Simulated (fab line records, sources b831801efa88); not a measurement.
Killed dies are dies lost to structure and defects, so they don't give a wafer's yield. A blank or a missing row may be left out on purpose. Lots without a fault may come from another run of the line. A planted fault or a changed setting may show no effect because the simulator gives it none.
fab line records | flow gf180mcu
record lots=5 wafers=15 last_day=33
route steps=602 shown HV_LDD@190
lots that met no fault: from a run of the same line without faults
start_h: hours from the record's first day to the start of the lot's first wafer shown | wait_h: hours since the lot's step before | " the same as in the row above | L1.1+2: a row that stands for several wafers | - no value, or no start given | * or withheld: withheld | < > ~ a bound
route shown NAME@n: a module of which the file shows steps, and the number in the route of the first | usual: mean/standard deviation of fault-free wafers | same: alike in all rows | chamber/n: place in a boat | sites: the reading at each site | _std_site: their standard deviation | _edge_site: outer sites' mean less inner sites' | radius_mm: how far each site lies from the wafer's centre | mask NAME#n: copy n | behind: the tool/chamber that last shaped the wafer | hold: why the lot was held/for how many hours/how that ended | device: the transistor (n, p or np) that didn't switch | end of line: the same wafers' tests at the end of the route | a step without rows: its recipe alone | killed: dies lost to structure and defects at the first sort, not the wafer's yield | map: a wafer's dies, x killed, . not, _ none there
set.NAME: the setting as run; set.NAME@STEP: as run at that earlier step | model.NAME: the simulator's own value behind a step, which no gauge read
lots at some steps of the route; a table a step, a row a wafer
services: from which hour (start_h, from the record's first day; less than 0 if before it) a tool's chamber was out of use, for how many hours, and why
## steps
# step GF_HV_LDD_COAT_14
# recipe resist=NOVOLAK spin_rpm=3000 resist_thk_nm=1000
# usual chill_plate_temp_C=22.99/0.097
# columns lot.wafer tool chamber start_h wait_h chill_plate_temp_C
L077.3 litho_track-01 0 242.02 0.1 22.93
L077.5 " 0 " " 23.00
L077.6 " 0 " " 23.08
L084.3 litho_track-04 0 314.41 0.1 23.07
L084.5 " 0 " " 23.16
L084.6 " 0 " " 23.12
L085.3 litho_track-02 0 325.18 0.1 23.09
L085.4 " 0 " " 23.13
L085.5 " 0 " " 22.94
L089.2 litho_track-04 0 346.24 0.1 22.98
L089.4 " 0 " " 23.00
L089.5 " 0 " " 23.03
L090.3 litho_track-01 0 357.52 0.1 22.89
L090.4 " 0 " " 23.00
L090.5 " 0 " " 23.00
# step GF_HV_LDD_SOFTBAKE_15
# recipe temp_c=90 time_s=60 resist=NOVOLAK
# usual chill_plate_temp_C=23.01/0.11
# columns lot.wafer tool chamber start_h wait_h chill_plate_temp_C
L077.3 litho_track-01 0 242.17 0.1 23.16
L077.5 " 0 " " 23.08
L077.6 " 0 " " 23.03
L084.3 litho_track-04 0 314.56 0.1 23.00
L084.5 " 0 " " 22.92
L084.6 " 0 " " 22.74
L085.3 litho_track-02 0 325.33 0.1 23.09
L085.4 " 0 " " 23.16
L085.5 " 0 " " 22.95
L089.2 litho_track-04 0 346.39 0.1 23.01
L089.4 " 0 " " 22.97
L089.5 " 0 " " 22.99
L090.3 litho_track-01 0 357.67 0.1 23.06
L090.4 " 0 " " 23.15
L090.5 " 0 " " 23.18
# step GF_HV_LDD_EXPOSE_16
# recipe mask_id=Pplus_LV_AREA target_cd_nm=400 na=0.6 source_shape=conventional sigma_outer=0.6 dose_mj=140
# columns lot.wafer tool chamber start_h wait_h mask
L077.3+5+6 iline_stepper-01 0 - - Pplus_LV_AREA#0
L084.3+5+6 iline_stepper-01 0 - - Pplus_LV_AREA#0
L085.3+4+5 iline_stepper-01 0 - - Pplus_LV_AREA#0
L089.2+4+5 iline_stepper-01 0 - - Pplus_LV_AREA#0
L090.3+4+5 iline_stepper-02 0 - - Pplus_LV_AREA#0
# step GF_HV_LDD_PEB_17
# recipe temp_c=withheld time_s=* resist=NOVOLAK
# usual chill_plate_temp_C=*
# columns lot.wafer tool chamber start_h wait_h chill_plate_temp_C
L077.3 litho_track-01 0 - - *
L077.5 " 0 " " *
L077.6 " 0 " " *
L084.3 litho_track-02 0 - - *
L084.5 " 0 " " *
L084.6 " 0 " " *
L085.3 litho_track-04 0 - - *
L085.4 " 0 " " *
L085.5 " 0 " " *
L089.2 litho_track-01 0 - - *
L089.4 " 0 " " *
L089.5 " 0 " " *
L090.3 litho_track-02 0 - - *
L090.4 " 0 " " *
L090.5 " 0 " " *
# step GF_HV_LDD_DEVELOP_18
# recipe develop_time_s=60 dev_temp_c=23
# usual chill_plate_temp_C=23.01/0.11
# columns lot.wafer tool chamber start_h wait_h chill_plate_temp_C
L077.3 litho_track-01 0 251.32 0.1 22.79
L077.5 " 0 " " 22.96
L077.6 " 0 " " 23.15
L084.3 litho_track-02 0 324.73 0.1 23.11
L084.5 " 0 " " 23.07
L084.6 " 0 " " 22.97
L085.3 litho_track-04 0 335.41 0.1 23.16
L085.4 " 0 " " 22.96
L085.5 " 0 " " 22.90
L089.2 litho_track-01 0 357.04 0.1 23.06
L089.4 " 0 " " 22.96
L089.5 " 0 " " 23.03
L090.3 litho_track-02 0 368.73 0.1 22.85
L090.4 " 0 " " 22.95
L090.5 " 0 " " 22.97
# step GF_HV_LDD_CD_MEAS_19
# recipe target_cd_nm=400
# usual cd_nm=399.1/2.2
# columns lot.wafer tool chamber start_h wait_h cd_nm
L077.3 cd_sem-01 - 251.46 0.1 397.9
L077.5 " - " " 397.7
L077.6 " - " " 398.4
L084.3 cd_sem-01 - 324.87 0.1 399.0
L084.5 " - " " 400.4
L084.6 " - " " 398.7
L085.3 cd_sem-02 - 335.55 0.1 401.0
L085.4 " - " " 400.6
L085.5 " - " " 401.2
L089.2 cd_sem-02 - 357.19 0.1 394.3
L089.4 " - " " 396.3
L089.5 " - " " 396.8
L090.3 cd_sem-02 - 368.87 0.1 399.3
L090.4 " - " " 399.9
L090.5 " - " " 399.8
# step GF_HV_LDD_OVL_MEAS_20
# usual HV_LDD_01_OVL=-0.4/1.2
# columns lot.wafer tool chamber start_h wait_h HV_LDD_01_OVL[nm]
L077.3 overlay-01 - 251.55 0.1 -0.7
L077.5 " - " " -0.4
L077.6 " - " " -1.7
L084.3 overlay-02 - 324.97 0.1 0.2
L084.5 " - " " -0.3
L084.6 " - " " 1.1
L085.3 overlay-02 - 335.64 0.1 -1.4
L085.4 " - " " -0.7
L085.5 " - " " -2.0
L089.2 overlay-01 - 357.29 0.1 -4.0
L089.4 " - " " -2.7
L089.5 " - " " -3.5
L090.3 overlay-02 - 368.97 0.1 0.7
L090.4 " - " " -0.1
L090.5 " - " " 0.8
# step GF_HV_LDD_IMPLANT_21
# recipe species=BF2 energy_kev=25 dose_cm2=5e+13 tilt_deg=7
# usual beam_energy_keV=24.999/0.0075 tilt_deg=7.000/0.019
# columns lot.wafer tool chamber start_h wait_h beam_energy_keV tilt_deg
L077.3 implanter-03 0 251.63 0.1 24.998 7.007
L077.5 " 0 " " 24.999 7.005
L077.6 " 0 " " 24.993 7.021
L084.3 implanter-01 0 325.04 0.1 24.999 6.970
L084.5 " 0 " " 25.000 6.968
L084.6 " 0 " " 24.999 6.983
L085.3 implanter-03 0 335.72 0.1 24.987 6.965
L085.4 " 0 " " 25.002 6.993
L085.5 " 0 " " 24.985 6.977
L089.2 implanter-01 0 357.35 0.0 25.007 7.012
L089.4 " 0 " " 25.009 7.028
L089.5 " 0 " " 25.006 6.992
L090.3 implanter-01 0 369.04 0.1 24.994 6.984
L090.4 " 0 " " 24.991 6.994
L090.5 " 0 " " 24.995 7.003
# step GF_HV_LDD_STRIP_22
# recipe chemistry=O2/N2 power_w=1400 pressure_mtorr=1500 platen_temp_c=250 o2_flow_sccm=3000 n2_flow_sccm=300 overash_fraction=0.5
# usual drypump_motor_current_A=5.53/0.14 heater_power_w=338/20 oes_product_au=0.716/0.0043 strip_time_to_endpoint_s=12.63/0.034
# columns lot.wafer tool chamber start_h wait_h drypump_motor_current_A heater_power_w oes_product_au rf_hours_counter_h strip_time_to_endpoint_s
L077.3 plasma_asher-02 0 251.76 0.1 5.54 344 0.719 - 12.63
L077.5 " 0 " " 5.54 346 0.710 - 12.62
L077.6 " 1 " " 5.64 325 0.725 - 12.63
L084.3 plasma_asher-01 0 325.17 0.1 5.51 319 0.716 - 12.63
L084.5 " 0 " " 5.45 318 0.710 - 12.61
L084.6 " 1 " " 5.50 371 0.713 - 12.60
L085.3 plasma_asher-04 1 335.85 0.1 5.69 320 0.717 - 12.63
L085.4 " 0 " " 5.27 328 0.712 - 12.62
L085.5 " 0 " " 5.26 330 0.718 - 12.63
L089.2 plasma_asher-04 1 357.47 0.1 5.69 311 0.711 72 12.65
L089.4 " 1 " " 5.68 323 0.718 - 12.60
L089.5 " 0 " " 5.26 319 0.716 - 12.63
L090.3 plasma_asher-02 0 369.17 0.1 5.53 356 0.718 - 12.68
L090.4 " 1 " " 5.69 345 0.722 - 12.68
L090.5 " 1 " " 5.68 330 0.713 - 12.65
# step GF_HV_LDD_TW_MEAS_23
# usual HV_LDD_2_TW=1056/6.3
# columns lot.wafer tool chamber start_h wait_h HV_LDD_2_TW
L077.3 film_metro-04 - 251.85 0.1 1060
L077.5 " - " " 1062
L077.6 " - " " 1057
L084.3 film_metro-04 - 325.26 0.1 1054
L084.5 " - " " 1059
L084.6 " - " " 1065
L085.3 film_metro-02 - 335.94 0.1 1045
L085.4 " - " " 1043
L085.5 " - " " 1045
L089.2 film_metro-03 - 357.58 0.1 1060
L089.4 " - " " 1048
L089.5 " - " " 1057
L090.3 film_metro-04 - 369.26 0.1 1059
L090.4 " - " " 1055
L090.5 " - " " 1063
# step GF_HV_LDD_DEHYDRATE_24
# recipe temp_c=200 time_s=60
# usual chill_plate_temp_C=23.00/0.1
# columns lot.wafer tool chamber start_h wait_h chill_plate_temp_C
L077.3 litho_track-02 0 260.49 8.6 22.99
L077.5 " 0 " " 23.07
L077.6 " 0 " " 22.99
L084.3 litho_track-01 0 335.17 9.9 23.14
L084.5 " 0 " " 22.99
L084.6 " 0 " " 23.04
L085.3 litho_track-01 0 346.17 10.2 23.14
L085.4 " 0 " " 22.98
L085.5 " 0 " " 22.89
L089.2 litho_track-01 0 368.19 10.6 22.93
L089.4 " 0 " " 23.00
L089.5 " 0 " " 23.04
L090.3 litho_track-01 0 379.52 10.2 23.14
L090.4 " 0 " " 23.08
L090.5 " 0 " " 23.10
# step GF_HV_LDD_HMDS_25
# recipe prime_time_s=60 prime_temp_c=120
# usual chill_plate_temp_C=23.01/0.14
# columns lot.wafer tool chamber start_h wait_h chill_plate_temp_C
L077.3 litho_track-02 0 260.64 0.1 23.14
L077.5 " 0 " " 22.95
L077.6 " 0 " " 23.19
L084.3 litho_track-01 0 335.32 0.1 23.06
L084.5 " 0 " " 22.77
L084.6 " 0 " " 23.15
L085.3 litho_track-01 0 346.32 0.1 23.12
L085.4 " 0 " " 23.11
L085.5 " 0 " " 23.00
L089.2 litho_track-01 0 368.34 0.1 23.06
L089.4 " 0 " " 23.14
L089.5 " 0 " " 23.19
L090.3 litho_track-01 0 379.67 0.1 22.89
L090.4 " 0 " " 23.04
L090.5 " 0 " " 22.91
# step GF_HV_LDD_COAT_26
# recipe resist=NOVOLAK spin_rpm=3000 resist_thk_nm=1000
# usual chill_plate_temp_C=23.01/0.092
# columns lot.wafer tool chamber start_h wait_h chill_plate_temp_C
L077.3 litho_track-02 0 260.79 0.1 23.07
L077.5 " 0 " " 22.99
L077.6 " 0 " " 22.95
L084.3 litho_track-01 0 335.47 0.1 23.03
L084.5 " 0 " " 23.04
L084.6 " 0 " " 23.17
L085.3 litho_track-01 0 346.47 0.1 22.98
L085.4 " 0 " " 22.98
L085.5 " 0 " " 22.92
L089.2 litho_track-01 0 368.49 0.1 23.00
L089.4 " 0 " " 22.86
L089.5 " 0 " " 22.73
L090.3 litho_track-01 0 379.82 0.1 23.06
L090.4 " 0 " " 23.06
L090.5 " 0 " " 23.06
# step GF_HV_LDD_SOFTBAKE_27
# recipe temp_c=90 time_s=60 resist=NOVOLAK
# usual chill_plate_temp_C=22.99/0.11
# columns lot.wafer tool chamber start_h wait_h chill_plate_temp_C
L077.3 litho_track-02 0 260.94 0.1 22.91
L077.5 " 0 " " 22.98
L077.6 " 0 " " 22.75
L084.3 litho_track-01 0 335.62 0.1 23.14
L084.5 " 0 " " 22.97
L084.6 " 0 " " 22.92
L085.3 litho_track-01 0 346.62 0.1 23.12
L085.4 " 0 " " 22.98
L085.5 " 0 " " 23.18
L089.2 litho_track-01 0 368.64 0.1 23.18
L089.4 " 0 " " 23.14
L089.5 " 0 " " 23.04
L090.3 litho_track-01 0 379.97 0.1 23.00
L090.4 " 0 " " 22.91
L090.5 " 0 " " 23.08
# step GF_HV_LDD_EXPOSE_28
# recipe mask_id=Nplus_HV_AREA target_cd_nm=400 na=0.6 source_shape=conventional sigma_outer=0.6 dose_mj=140
# columns lot.wafer tool chamber start_h wait_h mask
L077.3+5+6 iline_stepper-01 0 - - Nplus_HV_AREA#0
L084.3+5+6 iline_stepper-02 0 - - Nplus_HV_AREA#0
L085.3+4+5 iline_stepper-02 0 - - Nplus_HV_AREA#0
L089.2+4+5 iline_stepper-02 0 - - Nplus_HV_AREA#0
L090.3+4+5 iline_stepper-01 0 - - Nplus_HV_AREA#0
# step GF_HV_LDD_PEB_29
# recipe temp_c=withheld time_s=* resist=NOVOLAK
# usual chill_plate_temp_C=*
# columns lot.wafer tool chamber start_h wait_h chill_plate_temp_C
L077.3 litho_track-04 0 - - *
L077.5 " 0 " " *
L077.6 " 0 " " *
L084.3 litho_track-02 0 - - *
L084.5 " 0 " " *
L084.6 " 0 " " *
L085.3 litho_track-02 0 - - *
L085.4 " 0 " " *
L085.5 " 0 " " *
L089.2 litho_track-01 0 - - *
L089.4 " 0 " " *
L089.5 " 0 " " *
L090.3 litho_track-01 0 - - *
L090.4 " 0 " " *
L090.5 " 0 " " *
# step GF_HV_LDD_DEVELOP_30
# recipe develop_time_s=60 dev_temp_c=23
# usual chill_plate_temp_C=23.01/0.11
# columns lot.wafer tool chamber start_h wait_h chill_plate_temp_C
L077.3 litho_track-04 0 270.51 0.1 22.72
L077.5 " 0 " " 23.03
L077.6 " 0 " " 22.88
L084.3 litho_track-02 0 346.18 0.1 22.92
L084.5 " 0 " " 23.00
L084.6 " 0 " " 23.01
L085.3 litho_track-02 0 357.28 0.1 23.01
L085.4 " 0 " " 23.04
L085.5 " 0 " " 22.92
L089.2 litho_track-01 0 379.34 0.1 23.06
L089.4 " 0 " " 22.96
L089.5 " 0 " " 23.20
L090.3 litho_track-01 0 391.52 0.1 22.93
L090.4 " 0 " " 22.84
L090.5 " 0 " " 23.09
# step GF_HV_LDD_CD_MEAS_31
# recipe target_cd_nm=400
# usual cd_nm=400.3/1.8
# columns lot.wafer tool chamber start_h wait_h cd_nm
L077.3 cd_sem-02 - 270.65 0.1 402.2
L077.5 " - " " 401.6
L077.6 " - " " 401.7
L084.3 cd_sem-01 - 346.32 0.1 400.3
L084.5 " - " " 399.7
L084.6 " - " " 398.5
L085.3 cd_sem-01 - 357.42 0.1 400.5
L085.4 " - " " 396.0
L085.5 " - " " 397.6
L089.2 cd_sem-02 - 379.49 0.1 398.5
L089.4 " - " " 397.8
L089.5 " - " " 397.8
L090.3 cd_sem-01 - 391.66 0.1 401.7
L090.4 " - " " 398.2
L090.5 " - " " 398.6
# step GF_HV_LDD_OVL_MEAS_32
# usual HV_LDD_02_OVL=-1.2/1.4
# columns lot.wafer tool chamber start_h wait_h HV_LDD_02_OVL[nm]
L077.3 overlay-02 - 270.74 0.1 1.2
L077.5 " - " " 0.3
L077.6 " - " " -1.2
L084.3 overlay-02 - 346.42 0.1 -0.9
L084.5 " - " " -0.9
L084.6 " - " " -2.9
L085.3 overlay-02 - 357.52 0.1 -2.0
L085.4 " - " " -2.7
L085.5 " - " " -2.7
L089.2 overlay-02 - 379.59 0.1 0.5
L089.4 " - " " -2.0
L089.5 " - " " -0.8
L090.3 overlay-02 - 391.75 0.1 -1.3
L090.4 " - " " 0.1
L090.5 " - " " -1.1
# step GF_HV_LDD_IMPLANT_33
# recipe species=P energy_kev=60 dose_cm2=7.5e+12 tilt_deg=30 rotation_deg=0
# usual beam_energy_keV=60.001/0.02 rotation_deg=-0.003/0.02 tilt_deg=29.998/0.019
# columns lot.wafer tool chamber start_h wait_h beam_energy_keV rotation_deg tilt_deg
L077.3 implanter-03 0 270.82 0.1 60.025 0.016 30.001
L077.5 " 0 " " 60.007 0.010 30.024
L077.6 " 0 " " 59.982 0.007 30.032
L084.3 implanter-03 0 346.49 0.1 60.015 0.001 29.994
L084.5 " 0 " " 60.013 0.007 29.986
L084.6 " 0 " " 60.022 0.022 30.016
L085.3 implanter-03 0 357.59 0.1 59.988 -0.037 30.024
L085.4 " 0 " " 60.009 -0.030 29.984
L085.5 " 0 " " 60.021 -0.015 30.000
L089.2 implanter-02 0 379.65 0.0 59.999 -0.022 30.001
L089.4 " 0 " " 60.026 -0.028 29.988
L089.5 " 0 " " 60.016 0.021 29.974
L090.3 implanter-03 0 391.82 0.1 60.007 -0.011 30.014
L090.4 " 0 " " 60.027 0.004 29.980
L090.5 " 0 " " 60.023 -0.022 29.994
# step GF_HV_LDD_IMPLANT_34
# recipe species=P energy_kev=60 dose_cm2=7.329e+12 tilt_deg=30 rotation_deg=90
# usual beam_energy_keV=60.003/0.018 rotation_deg=89.996/0.029 tilt_deg=29.996/0.019
# columns lot.wafer tool chamber start_h wait_h beam_energy_keV rotation_deg tilt_deg
L077.3 implanter-03 0 270.97 0.1 60.003 89.963 30.008
L077.5 " 0 " " 60.009 89.953 30.000
L077.6 " 0 " " 60.019 89.986 29.998
L084.3 implanter-03 0 346.64 0.1 60.006 90.021 29.987
L084.5 " 0 " " 60.004 90.003 30.029
L084.6 " 0 " " 60.025 90.016 29.982
L085.3 implanter-03 0 357.74 0.1 59.991 89.971 29.987
L085.4 " 0 " " 60.013 90.002 30.006
L085.5 " 0 " " 60.013 89.992 30.012
L089.2 implanter-02 0 379.80 0.1 60.017 90.025 29.969
L089.4 " 0 " " 59.991 89.991 29.963
L089.5 " 0 " " 59.968 90.020 29.967
L090.3 implanter-03 0 391.97 0.1 60.002 89.959 29.997
L090.4 " 0 " " 59.984 89.997 30.015
L090.5 " 0 " " 59.995 89.986 29.991
# step GF_HV_LDD_IMPLANT_35
# recipe species=P energy_kev=60 dose_cm2=7.5e+12 tilt_deg=30 rotation_deg=180
# usual beam_energy_keV=59.999/0.019 rotation_deg=180.00/0.046 tilt_deg=29.996/0.02
# columns lot.wafer tool chamber start_h wait_h beam_energy_keV rotation_deg tilt_deg
L077.3 implanter-03 0 271.12 0.1 59.979 179.95 29.963
L077.5 " 0 " " 60.014 180.05 29.998
L077.6 " 0 " " 60.000 180.00 29.998
L084.3 implanter-03 0 346.79 0.1 59.980 179.98 30.012
L084.5 " 0 " " 59.959 180.07 30.017
L084.6 " 0 " " 59.976 179.99 30.002
L085.3 implanter-03 0 357.89 0.1 59.998 179.91 29.986
L085.4 " 0 " " 60.004 180.05 29.976
L085.5 " 0 " " 59.994 179.99 29.999
L089.2 implanter-02 0 379.95 0.1 59.990 180.00 29.968
L089.4 " 0 " " 60.012 180.04 30.005
L089.5 " 0 " " 59.992 179.98 29.966
L090.3 implanter-03 0 392.12 0.1 60.008 179.96 30.038
L090.4 " 0 " " 60.028 180.07 29.999
L090.5 " 0 " " 60.034 180.03 29.986
# step GF_HV_LDD_IMPLANT_36
# recipe species=P energy_kev=60 dose_cm2=7.5e+12 tilt_deg=30 rotation_deg=270
# usual beam_energy_keV=60.000/0.018 rotation_deg=270.01/0.074 tilt_deg=29.998/0.02
# columns lot.wafer tool chamber start_h wait_h beam_energy_keV rotation_deg tilt_deg
L077.3 implanter-03 0 271.27 0.1 60.008 270.06 29.984
L077.5 " 0 " " 60.031 270.10 30.017
L077.6 " 0 " " 60.000 269.98 30.018
L084.3 implanter-03 0 346.94 0.1 60.018 269.86 29.984
L084.5 " 0 " " 59.998 270.07 29.984
L084.6 " 0 " " 60.032 270.01 29.991
L085.3 implanter-03 0 358.04 0.1 59.974 269.99 30.032
L085.4 " 0 " " 59.991 270.00 30.017
L085.5 " 0 " " 59.991 269.94 30.005
L089.2 implanter-02 0 380.10 0.1 59.990 270.02 29.984
L089.4 " 0 " " 60.006 269.98 29.975
L089.5 " 0 " " 60.016 270.06 29.975
L090.3 implanter-03 0 392.27 0.1 60.013 269.93 30.019
L090.4 " 0 " " 60.001 269.94 30.030
L090.5 " 0 " " 60.008 269.93 30.006
# step GF_HV_LDD_STRIP_37
# recipe chemistry=O2/N2 power_w=1400 pressure_mtorr=1500 platen_temp_c=250 o2_flow_sccm=3000 n2_flow_sccm=300 overash_fraction=0.5
# usual drypump_motor_current_A=5.51/0.14 heater_power_w=338/22 oes_product_au=0.716/0.0048 strip_time_to_endpoint_s=12.62/0.032
# columns lot.wafer tool chamber start_h wait_h drypump_motor_current_A heater_power_w oes_product_au rf_hours_counter_h strip_time_to_endpoint_s
L077.3 plasma_asher-01 1 271.40 0.1 5.49 370 0.727 - 12.63
L077.5 " 1 " " 5.48 372 0.720 - 12.64
L077.6 " 0 " " 5.47 318 0.710 - 12.62
L084.3 plasma_asher-02 1 347.07 0.1 5.69 343 0.722 - 12.67
L084.5 " 1 " " 5.68 345 0.716 - 12.69
L084.6 " 0 " " 5.54 360 0.712 - 12.63
L085.3 plasma_asher-01 0 358.17 0.1 5.45 322 0.719 - 12.63
L085.4 " 1 " " 5.52 369 0.710 - 12.66
L085.5 " 1 " " 5.51 369 0.721 - 12.67
L089.2 plasma_asher-02 1 380.22 0.1 5.69 333 0.719 28 12.62
L089.4 " 1 " " 5.71 338 0.717 - 12.67
L089.5 " 1 " " 5.69 326 0.725 - 12.63
L090.3 plasma_asher-02 0 392.41 0.1 5.54 344 0.722 - 12.59
L090.4 " 1 " " 5.65 338 0.706 - 12.59
L090.5 " 1 " " 5.66 335 0.716 - 12.59
# step GF_HV_LDD_TW_MEAS_38
# usual HV_LDD_3_TW=1432/8.9
# columns lot.wafer tool chamber start_h wait_h HV_LDD_3_TW
L077.3 film_metro-03 - 271.49 0.1 1442
L077.5 " - " " 1438
L077.6 " - " " 1450
L084.3 film_metro-04 - 347.16 0.1 1439
L084.5 " - " " 1432
L084.6 " - " " 1431
L085.3 film_metro-04 - 358.26 0.1 1440
L085.4 " - " " 1436
L085.5 " - " " 1435
L089.2 film_metro-04 - 380.33 0.1 1442
L089.4 " - " " 1438
L089.5 " - " " 1446
L090.3 film_metro-03 - 392.49 0.1 1436
L090.4 " - " " 1436
L090.5 " - " " 1431
# step GF_HV_LDD_DEHYDRATE_39
# recipe temp_c=200 time_s=60
# usual chill_plate_temp_C=22.99/0.099
# columns lot.wafer tool chamber start_h wait_h chill_plate_temp_C
L077.3 litho_track-04 0 281.06 9.6 23.04
L077.5 " 0 " " 22.91
L077.6 " 0 " " 22.88
L084.3 litho_track-04 0 357.26 10.1 22.85
L084.5 " 0 " " 22.96
L084.6 " 0 " " 22.85
L085.3 litho_track-02 0 368.88 10.6 23.05
L085.4 " 0 " " 23.08
L085.5 " 0 " " 22.97
L089.2 litho_track-01 0 391.64 11.3 23.23
L089.4 " 0 " " 23.08
L089.5 " 0 " " 22.92
L090.3 litho_track-04 0 403.16 10.7 23.15
L090.4 " 0 " " 22.93
L090.5 " 0 " " 22.89
# step GF_HV_LDD_HMDS_40
# recipe prime_time_s=60 prime_temp_c=120
# usual chill_plate_temp_C=22.99/0.11
# columns lot.wafer tool chamber start_h wait_h chill_plate_temp_C
L077.3 litho_track-04 0 281.21 0.1 22.93
L077.5 " 0 " " 22.85
L077.6 " 0 " " 22.81
L084.3 litho_track-04 0 357.41 0.1 23.07
L084.5 " 0 " " 23.09
L084.6 " 0 " " 23.03
L085.3 litho_track-02 0 369.03 0.1 22.96
L085.4 " 0 " " 22.97
L085.5 " 0 " " 23.03
L089.2 litho_track-01 0 391.79 0.1 23.16
L089.4 " 0 " " 23.01
L089.5 " 0 " " 23.07
L090.3 litho_track-04 0 403.31 0.1 22.93
L090.4 " 0 " " 22.94
L090.5 " 0 " " 22.88
# step GF_HV_LDD_COAT_41
# recipe resist=NOVOLAK spin_rpm=3000 resist_thk_nm=1000
# usual chill_plate_temp_C=23.01/0.11
# columns lot.wafer tool chamber start_h wait_h chill_plate_temp_C
L077.3 litho_track-04 0 281.36 0.1 22.89
L077.5 " 0 " " 22.87
L077.6 " 0 " " 22.80
L084.3 litho_track-04 0 357.56 0.1 22.83
L084.5 " 0 " " 22.87
L084.6 " 0 " " 22.84
L085.3 litho_track-02 0 369.18 0.1 22.89
L085.4 " 0 " " 22.91
L085.5 " 0 " " 23.04
L089.2 litho_track-01 0 391.94 0.1 22.96
L089.4 " 0 " " 23.09
L089.5 " 0 " " 22.76
L090.3 litho_track-04 0 403.46 0.1 23.07
L090.4 " 0 " " 23.13
L090.5 " 0 " " 22.99
# step GF_HV_LDD_SOFTBAKE_42
# recipe temp_c=90 time_s=60 resist=NOVOLAK
# usual chill_plate_temp_C=23.00/0.11
# columns lot.wafer tool chamber start_h wait_h chill_plate_temp_C
L077.3 litho_track-04 0 281.51 0.1 23.15
L077.5 " 0 " " 23.19
L077.6 " 0 " " 23.25
L084.3 litho_track-04 0 357.71 0.1 22.93
L084.5 " 0 " " 23.14
L084.6 " 0 " " 23.20
L085.3 litho_track-02 0 369.33 0.1 23.07
L085.4 " 0 " " 23.16
L085.5 " 0 " " 23.07
L089.2 litho_track-01 0 392.09 0.1 23.08
L089.4 " 0 " " 23.07
L089.5 " 0 " " 22.88
L090.3 litho_track-04 0 403.61 0.1 23.09
L090.4 " 0 " " 23.03
L090.5 " 0 " " 22.95
# step GF_HV_LDD_EXPOSE_43
# recipe mask_id=Pplus_HV_AREA target_cd_nm=400 na=0.6 source_shape=conventional sigma_outer=0.6 dose_mj=140
# columns lot.wafer tool chamber start_h wait_h mask
L077.3+5+6 iline_stepper-01 0 - - Pplus_HV_AREA#0
L084.3+5+6 iline_stepper-01 0 - - Pplus_HV_AREA#0
L085.3+4+5 iline_stepper-02 0 - - Pplus_HV_AREA#0
L089.2+4+5 iline_stepper-01 0 - - Pplus_HV_AREA#0
L090.3+4+5 iline_stepper-02 0 - - Pplus_HV_AREA#0
# step GF_HV_LDD_PEB_44
# recipe temp_c=withheld time_s=* resist=NOVOLAK
# usual chill_plate_temp_C=*
# columns lot.wafer tool chamber start_h wait_h chill_plate_temp_C
L077.3 litho_track-02 0 - - *
L077.5 " 0 " " *
L077.6 " 0 " " *
L084.3 litho_track-01 0 - - *
L084.5 " 0 " " *
L084.6 " 0 " " *
L085.3 litho_track-01 0 - - *
L085.4 " 0 " " *
L085.5 " 0 " " *
L089.2 litho_track-04 0 - - *
L089.4 " 0 " " *
L089.5 " 0 " " *
L090.3 litho_track-02 0 - - *
L090.4 " 0 " " *
L090.5 " 0 " " *
# step GF_HV_LDD_DEVELOP_45
# recipe develop_time_s=60 dev_temp_c=23
# usual chill_plate_temp_C=23.01/0.11
# columns lot.wafer tool chamber start_h wait_h chill_plate_temp_C
L077.3 litho_track-02 0 290.93 0.1 22.99
L077.5 " 0 " " 23.11
L077.6 " 0 " " 23.08
L084.3 litho_track-01 0 368.97 0.1 23.01
L084.5 " 0 " " 22.98
L084.6 " 0 " " 22.97
L085.3 litho_track-01 0 380.27 0.1 22.94
L085.4 " 0 " " 22.75
L085.5 " 0 " " 23.00
L089.2 litho_track-04 0 402.98 0.1 23.04
L089.4 " 0 " " 23.17
L089.5 " 0 " " 23.06
L090.3 litho_track-02 0 415.53 0.1 23.04
L090.4 " 0 " " 23.20
L090.5 " 0 " " 23.09
# step GF_HV_LDD_CD_MEAS_46
# recipe target_cd_nm=400
# usual cd_nm=399.4/2
# columns lot.wafer tool chamber start_h wait_h cd_nm
L077.3 cd_sem-02 - 291.07 0.1 397.1
L077.5 " - " " 395.7
L077.6 " - " " 397.3
L084.3 cd_sem-01 - 369.11 0.1 397.4
L084.5 " - " " 401.7
L084.6 " - " " 399.6
L085.3 cd_sem-02 - 380.41 0.1 400.7
L085.4 " - " " 400.1
L085.5 " - " " 399.9
L089.2 cd_sem-02 - 403.13 0.1 401.0
L089.4 " - " " 400.4
L089.5 " - " " 398.6
L090.3 cd_sem-02 - 415.78 0.2 400.1
L090.4 " - " " 400.5
L090.5 " - " " 400.6
# step GF_HV_LDD_OVL_MEAS_47
# usual HV_LDD_03_OVL=-1.0/1.2
# columns lot.wafer tool chamber start_h wait_h HV_LDD_03_OVL[nm]
L077.3 overlay-01 - 291.17 0.1 0.4
L077.5 " - " " -0.4
L077.6 " - " " 0.0
L084.3 overlay-01 - 369.20 0.1 -2.6
L084.5 " - " " -0.6
L084.6 " - " " -1.4
L085.3 overlay-01 - 380.50 0.1 -0.7
L085.4 " - " " -0.3
L085.5 " - " " 1.0
L089.2 overlay-02 - 403.24 0.1 -0.5
L089.4 " - " " -1.4
L089.5 " - " " -0.1
L090.3 overlay-01 - 415.88 0.1 -0.8
L090.4 " - " " -1.5
L090.5 " - " " -1.6
## services
# columns tool chamber start_h hours kind
iline_stepper-02 - 219.51 2.1 pm
iline_stepper-02 - 221.59 - consumable_replace:lamp
plasma_asher-01 - 222.20 2.7 pm
plasma_asher-01 - 225.64 0.6 repair
iline_stepper-02 - 230.74 1.7 pm
iline_stepper-01 - 243.61 1.7 pm
plasma_asher-01 - 275.85 1.6 repair
implanter-02 - 285.48 1.2 repair
iline_stepper-01 - 286.14 5.7 repair
implanter-02 - 298.81 0.6 repair
implanter-01 - 301.13 2.6 repair
implanter-03 - 309.31 2.2 repair
plasma_asher-02 - 313.43 2.4 repair
iline_stepper-01 - 322.41 2.1 pm
implanter-02 - 324.07 12.5 repair
iline_stepper-01 - 324.50 - consumable_replace:lamp
implanter-02 - 353.08 2.9 repair
iline_stepper-02 - 370.59 3.4 repair
plasma_asher-04 - 383.14 1.4 repair
plasma_asher-04 - 413.67 1.2 repair
## key
fault none
